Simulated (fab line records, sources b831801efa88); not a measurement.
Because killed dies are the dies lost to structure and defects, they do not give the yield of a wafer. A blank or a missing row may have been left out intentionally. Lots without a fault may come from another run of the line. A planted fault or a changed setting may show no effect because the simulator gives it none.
A lot that was struck, set against a sound lot	flow sky130	44 out of 708 route steps
Sound: wafers L230.4, L230.5, L230.6. Struck: wafers L244.2, L244.3, L244.6. The cause is given at the end.
At each step with rows: each side's tool, then ch and its chambers, then its first start. Under that, the readings that differ: sound wafers	struck wafers	difference of the means	sigmas: that difference in standard deviations of wafers without a fault.
alike: words and numbers the same on both sides, and readings whose means are apart by under 2 such deviations; not compared: readings that were withheld, readings missing a value for some wafer, numbers with overlapping values and no deviation given by the record, and bounds like >300 which may hide the same value.
The two part at a step that has a row with sigmas, a row that says differs or no value, or rows on one side only. Numbers that have no deviation but don't overlap get no sigmas and don't part them. A reading that every wafer of one side lacks parts them only if that side has two wafers or more.

first, 1 step without rows for these wafers: SKY_VIA3_ETCH_15 (etches SiO2 in C4F8/O2/Ar, stops on TiN, target depth 507 nm, time 78 s).
SKY_VIA3_STRIP_16: strips in O2/N2.
  sound on plasma_asher-03 ch 0,1, day 41 06:04; struck on plasma_asher-02 ch 1, day 45 00:50
  alike: drypump_motor_current_A, oes_product_au, strip_time_to_endpoint_s
  not compared: rf_hours_counter_h
then, 3 steps without rows for these wafers: SKY_VIA3_STRIP_17 (strips in post etch residue remover, time 1200 s); SKY_VIA3_CLEAN_18 (cleans in IPA, time 180 s); SKY_VIA3_CLEAN_19 (cleans in O3/DIW).
SKY_VIA3_SPUTTER_20: material TiN, target thk 20 nm, time 80 s.
  sound: pvd_sputter-02 at day 41 06:39; struck: pvd_sputter-01 at day 45 01:28
  alike: throttle_valve_pct
then, 1 step without rows for these wafers: SKY_VIA3_CVD_21 (deposits W, target thk 390 nm, time 117.31 s).
SKY_VIA3_RS_MEAS_22: measurement is done with a four-point probe.
  sound: film_metro-02 at day 41 06:52; struck: film_metro-01 at day 45 01:40
  alike: VIA3_W_RS
SKY_VIA3_THK_MEAS_23: measures by xrf.
  sound: film_metro-02 at day 41 06:57; struck: film_metro-01 at day 45 01:46
  alike: VIA3_W_THK
SKY_VIA3_CMP_24: polishes, stops on SiO2, t overpolish 20 s, target thk 0 nm.
  sound on cmp-02 ch 1,2, day 41 07:02; struck on cmp-01 ch 1,3, day 45 02:05
  alike: motor_current_A, overpolish_run_s, platen_rpm, slurry_flow_ml_min, time_to_endpoint_s
then, 2 steps without rows for these wafers: SKY_METAL4_SPUTTER_00 (material Ti, target thk 15 nm, time 10 s); SKY_METAL4_SPUTTER_01 (material TiN, target thk 20 nm, time 16.7 s).
SKY_METAL4_SPUTTER_02: material AlCu, target thk 735 nm, time 39.1 s.
  sound: pvd_sputter-04 at day 41 07:20; struck: pvd_sputter-04 at day 45 02:26
reading	sound	struck	difference	sigmas
model.AlCu_of_METAL4_SPUTTER_02.thk_nm (nm)	728.2 733.4 736.6	961 957.4 957.6	+226	
  alike: throttle_valve_pct
then, 1 step without rows for these wafers: SKY_METAL4_SPUTTER_03 (material Ti, target thk 5 nm, time 3.3 s).
SKY_METAL4_SPUTTER_04: material TiN, target thk 70 nm, time 58.3 s.
  sound: pvd_sputter-04 at day 41 07:23; struck: pvd_sputter-04 at day 45 02:30
  alike: throttle_valve_pct
then, 1 step without rows for these wafers: SKY_CAP2M_CVD_00 (deposits SiO2, target thk 15.5 nm).
SKY_CAP2M_THK_MEAS_01:
  sound: film_metro-02 at day 41 07:29; struck: film_metro-02 at day 45 02:35
  alike: CAP2M_CVD_00_THK
then, 1 step without rows for these wafers: SKY_CAP2M_SPUTTER_02 (material TiN, target thk 200 nm, time 166.7 s).
SKY_CAP2M_RS_MEAS_03: measurement is done with a four-point probe.
  sound: film_metro-01 at day 41 07:41; struck: film_metro-04 at day 45 02:46
  alike: CAP2M_TIN_RS
SKY_CAP2M_THK_MEAS_04: measures by xrf.
  sound: film_metro-01 at day 41 07:47; struck: film_metro-04 at day 45 02:52
  alike: CAP2M_TIN_THK
then, 7 steps without rows for these wafers: SKY_CAP2M_DEHYDRATE_05 (time 60 s); SKY_CAP2M_HMDS_06 (prime time 60 s); SKY_CAP2M_COAT_07 (resist thk 1140 nm); SKY_CAP2M_SOFTBAKE_08 (time 60 s); SKY_CAP2M_EXPOSE_09 (exposes mask CAP2M, target cd 1000 nm); SKY_CAP2M_PEB_10; SKY_CAP2M_DEVELOP_11 (develop time 60 s).
SKY_CAP2M_OVL_MEAS_12:
  sound: overlay-01 at day 42 07:09; struck: overlay-01 at day 45 23:53
  alike: CAP2M_OVL
SKY_CAP2M_METAL_ETCH_13: etches TiN in Cl2/BCl3, stops on SiO2, target depth 220 nm, time 62.9 s.
  sound on rie_metal-02 ch 0,1, day 42 07:12; struck on rie_metal-02 ch 0,1, day 45 23:55
  alike: bias_w, drypump_motor_current_A, oes_product_au, throttle_valve_pct
  not compared: rf_hours_counter_h
then, 12 steps without rows for these wafers: SKY_CAP2M_STRIP_14 (strips in O2/N2); SKY_CAP2M_STRIP_15 (strips in post etch residue remover, time 1200 s); SKY_CAP2M_CLEAN_16 (cleans in IPA, time 180 s); SKY_CAP2M_CLEAN_17 (cleans in O3/DIW); SKY_METAL4_DEHYDRATE_05 (time 60 s); SKY_METAL4_HMDS_06 (prime time 60 s); SKY_METAL4_COAT_07 (resist thk 60 nm); SKY_METAL4_COAT_08 (resist thk 1140 nm); SKY_METAL4_SOFTBAKE_09 (time 90 s); SKY_METAL4_EXPOSE_10 (exposes mask MM4, target cd 300 nm); SKY_METAL4_PEB_11; SKY_METAL4_DEVELOP_12 (develop time 60 s).
SKY_METAL4_CD_MEAS_13: the cd target is 300 nm.
  sound: cd_sem-01 at day 43 07:11; struck: cd_sem-01 at day 46 21:56
  alike: cd_nm
SKY_METAL4_METAL_ETCH_18: etches the open film in Cl2/BCl3, stops on SiO2, target depth 845 nm, time 183.1 s.
  sound on rie_metal-04 ch 0,1, day 43 07:30; struck on rie_metal-04 ch 1, day 46 22:17
reading	sound	struck	difference	sigmas
oes_product_au (a.u.)	0.862 0.866 0.876	0.990 0.986 0.994	+0.122	+22
  alike: bias_w, drypump_motor_current_A, throttle_valve_pct
  not compared: rf_hours_counter_h
SKY_PAD_OPEN_PROBE_99:
  sound wafers here have rows in the record (prober-01, day 47 03:17); struck ones have none

## WHERE THEY PART
First at SKY_METAL4_METAL_ETCH_18; last, within this record, at SKY_PAD_OPEN_PROBE_99.

WHY: the cause the simulator had injected
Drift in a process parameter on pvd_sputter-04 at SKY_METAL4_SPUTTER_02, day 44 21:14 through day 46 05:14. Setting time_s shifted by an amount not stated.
